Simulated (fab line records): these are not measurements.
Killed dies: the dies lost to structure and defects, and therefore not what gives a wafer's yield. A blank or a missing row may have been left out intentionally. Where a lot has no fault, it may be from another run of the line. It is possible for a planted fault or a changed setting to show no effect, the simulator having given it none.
Which of the tools did it? + flow gf180mcu + 24 lots with 72 wafers sampled at 6 steps, on a route of 602 steps

## WHAT THE GAUGES SHOWED, per wafer
GF_NWELL_TW_MEAS_11.
| lot  | measured    | on            | NWELL_TW       |
|------|-------------|---------------|----------------|
| L074 | day 3 09:43 | film metro-03 | 1562 1567 1580 |
| L075 | day 3 15:14 | film metro-03 | 1579 1581 1577 |
| L076 | day 3 18:14 | film metro-01 | 1577 1585 1585 |
| L077 | day 4 01:52 | film metro-02 | 1576 1567 1580 |
| L078 | day 4 05:19 | film metro-03 | 1558 1565 1565 |
| L079 | day 4 11:04 | film metro-01 | 1587 1589 1589 |
| L080 | day 4 16:12 | film metro-03 | 1578 1567 1567 |
| L081 | day 4 21:59 | film metro-03 | 1566 1568 1565 |
| L082 | day 5 03:04 | film metro-02 | 1580 1573 1583 |
| L083 | day 5 10:52 | film metro-03 | 1561 1563 1571 |
| L084 | day 5 16:05 | film metro-03 | 1566 1573 1565 |
| L085 | day 5 21:04 | film metro-03 | 1572 1568 1572 |
| L086 | day 6 01:35 | film metro-03 | 1562 1565 1559 |
| L087 | day 6 07:19 | film metro-02 | 1570 1579 1569 |
| L088 | day 6 11:56 | film metro-01 | 1592 1598 1596 |
| L089 | day 6 17:32 | film metro-01 | 1590 1588 1587 |
| L090 | day 6 22:40 | film metro-01 | 1586 1596 1589 |
| L091 | day 7 04:22 | film metro-01 | 1591 1587 1593 |
| L092 | day 7 09:48 | film metro-02 | 1593 1579 1586 |
| L093 | day 7 15:25 | film metro-01 | 1593 1588 1592 |
| L094 | day 7 19:55 | film metro-01 | 1579 1601 1588 |
| L095 | day 8 02:59 | film metro-02 | 1566 1572 1579 |
| L096 | day 8 08:15 | film metro-01 | 1581 1584 1591 |
| L097 | day 8 15:20 | film metro-03 | 1563 1570 1567 |

GF_SAB_OVL_MEAS_10.
| lot  | measured     | on         | SAB_OVL (nm)   |
|------|--------------|------------|----------------|
| L074 | day 15 06:20 | overlay-01 | 2.0 2.1 3.2    |
| L075 | day 15 10:56 | overlay-01 | -2.4 -2.6 -1.8 |
| L076 | day 15 18:28 | overlay-01 | -1.7 -1.6 -1.3 |
| L077 | day 16 07:01 | overlay-02 | 0.0 1.3 0.6    |
| L078 | day 16 12:59 | overlay-02 | 2.3 1.6 2.6    |
| L079 | day 16 21:40 | overlay-02 | 2.0 2.5 1.2    |
| L080 | day 17 04:22 | overlay-01 | 0.0 -1.0 -0.9  |
| L081 | day 17 13:28 | overlay-02 | 1.6 2.7 1.3    |
| L082 | day 18 00:16 | overlay-01 | -1.7 -1.9 -0.6 |
| L083 | day 18 14:02 | overlay-02 | 0.5 2.0 2.0    |
| L084 | day 18 19:07 | overlay-01 | 0.7 1.5 1.0    |
| L085 | day 19 07:01 | overlay-02 | 3.8 4.5 2.1    |
| L086 | day 19 11:53 | overlay-02 | -0.8 -0.8 -1.6 |
| L087 | day 19 21:49 | overlay-01 | 2.0 0.3 -0.4   |
| L088 | day 20 02:58 | overlay-02 | 0.4 -0.8 1.2   |
| L089 | day 20 11:07 | overlay-01 | 1.2 3.1 3.7    |
| L090 | day 20 19:19 | overlay-02 | 0.3 0.4 0.6    |
| L091 | day 21 10:04 | overlay-02 | 1.2 0.6 1.6    |
| L092 | day 21 13:04 | overlay-01 | 1.8 1.1 1.9    |
| L093 | day 22 01:13 | overlay-01 | -1.5 -2.7 -1.9 |
| L094 | day 22 06:37 | overlay-02 | 1.4 1.7 0.9    |
| L095 | day 22 15:16 | overlay-01 | 2.1 -0.4 0.4   |
| L096 | day 22 19:29 | overlay-02 | 2.0 1.4 2.1    |
| L097 | day 23 09:10 | overlay-02 | -0.1 0.4 0.8   |

GF_V1_THK_MEAS_01.
| lot  | measured     | on            | V1_CVD_00_THK (nm) |
|------|--------------|---------------|--------------------|
| L074 | day 17 06:43 | film metro-01 | 592 594 603        |
| L075 | day 17 11:25 | film metro-02 | 599 598 599        |
| L076 | day 17 19:41 | film metro-02 | 600 592 599        |
| L077 | day 18 09:50 | film metro-04 | 602 596 600        |
| L078 | day 18 15:21 | film metro-04 | 603 602 604        |
| L079 | day 19 01:16 | film metro-04 | 603 609 608        |
| L080 | day 19 08:11 | film metro-02 | 597 603 603        |
| L081 | day 19 17:13 | film metro-04 | 602 597 604        |
| L082 | day 20 04:50 | film metro-04 | 607 606 605        |
| L083 | day 20 18:46 | film metro-01 | 599 596 600        |
| L084 | day 20 23:28 | film metro-02 | 601 602 603        |
| L085 | day 21 11:35 | film metro-04 | 592 600 594        |
| L086 | day 21 15:49 | film metro-01 | 595 601 597        |
| L087 | day 22 01:41 | film metro-02 | 607 604 604        |
| L088 | day 22 06:44 | film metro-04 | 604 598 601        |
| L089 | day 22 13:58 | film metro-04 | 602 599 604        |
| L090 | day 22 21:46 | film metro-04 | 596 610 609        |
| L091 | day 23 12:47 | film metro-01 | 605 604 600        |
| L092 | day 23 14:52 | film metro-02 | 592 603 607        |
| L093 | day 24 02:14 | film metro-04 | 607 600 606        |
| L094 | day 24 08:14 | film metro-04 | 604 599 596        |
| L095 | day 24 16:08 | film metro-04 | 604 608 608        |
| L096 | day 24 19:09 | film metro-02 | 599 605 601        |
| L097 | day 25 10:07 | film metro-01 | 602 598 597        |

GF_V2_BOW_MEAS_05.
| lot  | measured     | on            | V2_BOW (um) |
|------|--------------|---------------|-------------|
| L074 | day 19 10:19 | film metro-01 | 83 91 93    |
| L075 | day 19 15:10 | film metro-01 | 89 89 77    |
| L076 | day 19 23:45 | film metro-01 | 88 99 101   |
| L077 | day 20 12:51 | film metro-03 | 109 115 109 |
| L078 | day 20 20:07 | film metro-03 | 103 99 102  |
| L079 | day 21 05:46 | film metro-01 | 104 101 100 |
| L080 | day 21 12:02 | film metro-01 | 91 85 93    |
| L081 | day 21 22:04 | film metro-02 | 96 108 101  |
| L082 | day 22 07:58 | film metro-02 | 94 102 95   |
| L083 | day 22 21:38 | film metro-01 | 102 105 88  |
| L084 | day 23 01:44 | film metro-02 | 94 98 111   |
| L085 | day 23 14:38 | film metro-01 | 93 91 91    |
| L086 | day 23 17:53 | film metro-02 | 104 110 113 |
| L087 | day 24 02:16 | film metro-01 | 89 99 94    |
| L088 | day 24 08:29 | film metro-02 | 102 107 102 |
| L089 | day 24 15:01 | film metro-01 | 95 98 110   |
| L090 | day 24 22:21 | film metro-02 | 97 103 95   |
| L091 | day 25 12:50 | film metro-03 | 102 96 107  |
| L092 | day 25 15:04 | film metro-02 | 90 99 103   |
| L093 | day 26 01:32 | film metro-02 | 93 93 95    |
| L094 | day 26 07:28 | film metro-02 | 120 123 109 |
| L095 | day 26 14:05 | film metro-03 | 120 118 117 |
| L096 | day 26 16:33 | film metro-01 | 105 98 97   |
| L097 | day 27 07:43 | film metro-01 | 98 99 105   |

GF_TOP_METAL_OVL_MEAS_15.
| lot  | measured     | on         | TOP_METAL_OVL (nm) |
|------|--------------|------------|--------------------|
| L074 | day 28 04:43 | overlay-02 | 3.2 1.5 1.6        |
| L075 | day 28 08:51 | overlay-01 | -0.9 -0.7 1.3      |
| L076 | day 28 17:01 | overlay-02 | 2.2 3.5 2.5        |
| L077 | day 29 03:44 | overlay-02 | 0.4 1.5 2.5        |
| L078 | day 29 11:31 | overlay-01 | 3.0 3.2 2.0        |
| L079 | day 29 15:29 | overlay-02 | -0.4 2.4 1.6       |
| L080 | day 29 21:43 | overlay-02 | 0.4 0.1 0.1        |
| L081 | day 30 04:53 | overlay-02 | -1.5 2.3 1.5       |
| L082 | day 30 12:29 | overlay-02 | -0.8 -1.5 2.1      |
| L083 | day 31 01:16 | overlay-02 | -1.6 -0.7 -0.9     |
| L084 | day 31 03:43 | overlay-02 | -1.5 -1.3 -0.6     |
| L085 | day 31 14:39 | overlay-02 | 0.5 -0.1 0.5       |
| L086 | day 31 15:55 | overlay-02 | 0.1 1.5 1.0        |
| L087 | day 31 23:02 | overlay-01 | -0.1 0.6 -0.1      |
| L088 | day 32 02:52 | overlay-02 | -1.6 -1.0 -1.3     |
| L089 | day 32 09:53 | overlay-01 | 1.5 1.7 -0.2       |
| L090 | day 32 15:05 | overlay-02 | -0.5 0.5 0.1       |
| L091 | day 33 01:38 | overlay-02 | -0.5 1.1 0.3       |
| L092 | day 33 03:37 | overlay-02 | -0.6 1.4 0.9       |
| L093 | day 33 10:21 | overlay-02 | 3.0 4.3 2.5        |
| L094 | day 33 17:23 | overlay-01 | 0.3 -0.2 3.0       |
| L095 | day 33 20:24 | overlay-01 | -0.1 -0.7 0.9      |
| L096 | day 33 23:10 | overlay-02 | 2.7 3.2 0.5        |
| L097 | day 34 10:40 | overlay-01 | 2.6 3.1 1.7        |

## WHICH TOOL RAN EACH LOT (tool, then ch and the chambers of the sampled wafers, then the start)
| lot  | GF_M4_SPUTTER_00             |
|------|------------------------------|
| L074 | pvd sputter-03, day 22 13:46 |
| L075 | pvd sputter-04, day 22 19:13 |
| L076 | pvd sputter-03, day 23 03:44 |
| L077 | pvd sputter-01, day 23 15:45 |
| L078 | pvd sputter-04, day 23 22:29 |
| L079 | pvd sputter-04, day 24 07:53 |
| L080 | pvd sputter-03, day 24 13:11 |
| L081 | pvd sputter-03, day 24 22:53 |
| L082 | pvd sputter-03, day 25 07:59 |
| L083 | pvd sputter-01, day 25 20:11 |
| L084 | pvd sputter-04, day 25 23:56 |
| L085 | pvd sputter-01, day 26 11:39 |
| L086 | pvd sputter-03, day 26 15:32 |
| L087 | pvd sputter-04, day 26 22:26 |
| L088 | pvd sputter-01, day 27 03:34 |
| L089 | pvd sputter-04, day 27 11:36 |
| L090 | pvd sputter-01, day 27 17:17 |
| L091 | pvd sputter-03, day 28 06:28 |
| L092 | pvd sputter-03, day 28 09:12 |
| L093 | pvd sputter-01, day 28 19:19 |
| L094 | pvd sputter-01, day 29 00:36 |
| L095 | pvd sputter-04, day 29 05:34 |
| L096 | pvd sputter-03, day 29 09:47 |
| L097 | pvd sputter-01, day 29 23:38 |
- GF_M4_SPUTTER_00: material Ti, target thk 37.5 nm, time 150 s.

## AS READ BY THE TOOLS THEMSELVES (means over the sampled wafers that have a number; for cases with no such wafer, the mark the record gives instead)
GF_M4_SPUTTER_00.
| lot  | tool           | throttle valve pct (%) |
|------|----------------|------------------------|
| L074 | pvd sputter-03 | 28.9                   |
| L075 | pvd sputter-04 | 29.3                   |
| L076 | pvd sputter-03 | 31.3                   |
| L077 | pvd sputter-01 | 29.3                   |
| L078 | pvd sputter-04 | 30.4                   |
| L079 | pvd sputter-04 | 30.2                   |
| L080 | pvd sputter-03 | 29.9                   |
| L081 | pvd sputter-03 | 30.0                   |
| L082 | pvd sputter-03 | 30.7                   |
| L083 | pvd sputter-01 | 29.0                   |
| L084 | pvd sputter-04 | 29.9                   |
| L085 | pvd sputter-01 | 29.5                   |
| L086 | pvd sputter-03 | 30.7                   |
| L087 | pvd sputter-04 | 29.6                   |
| L088 | pvd sputter-01 | 28.9                   |
| L089 | pvd sputter-04 | 29.8                   |
| L090 | pvd sputter-01 | 30.0                   |
| L091 | pvd sputter-03 | 29.8                   |
| L092 | pvd sputter-03 | 29.6                   |
| L093 | pvd sputter-01 | 29.9                   |
| L094 | pvd sputter-01 | 29.2                   |
| L095 | pvd sputter-04 | 29.5                   |
| L096 | pvd sputter-03 | 30.4                   |
| L097 | pvd sputter-01 | 29.6                   |

## THE ANSWER, worked out from the rows above alone
Rule: the usual values come from the lots themselves. Put in order of their means at a reading, lots are off if they are a third of the lots or fewer, leave a main group of 4 or more, and stand apart from it by a gap of 3 or more times the standard deviation of the main group's means; of several such gaps the widest counts. A main group whose means are all the same, to the digits that the tables above print for the reading, isn't used. Also off: a lot with no number at a reading for which 4 or more lots have one. Any other lot the step has rows for is counted as sound. Order of review: gauges by route order, followed by the tools' own readings, for which a lot's mean as printed above is used. The first step at which some lot is off is used, and at that step the reading that is off furthest; a lot without a number counts as furthest.
No lot is off at any reading shown: from this, nothing can be told.

## WHAT WAS PUT IN BY THE SIMULATOR
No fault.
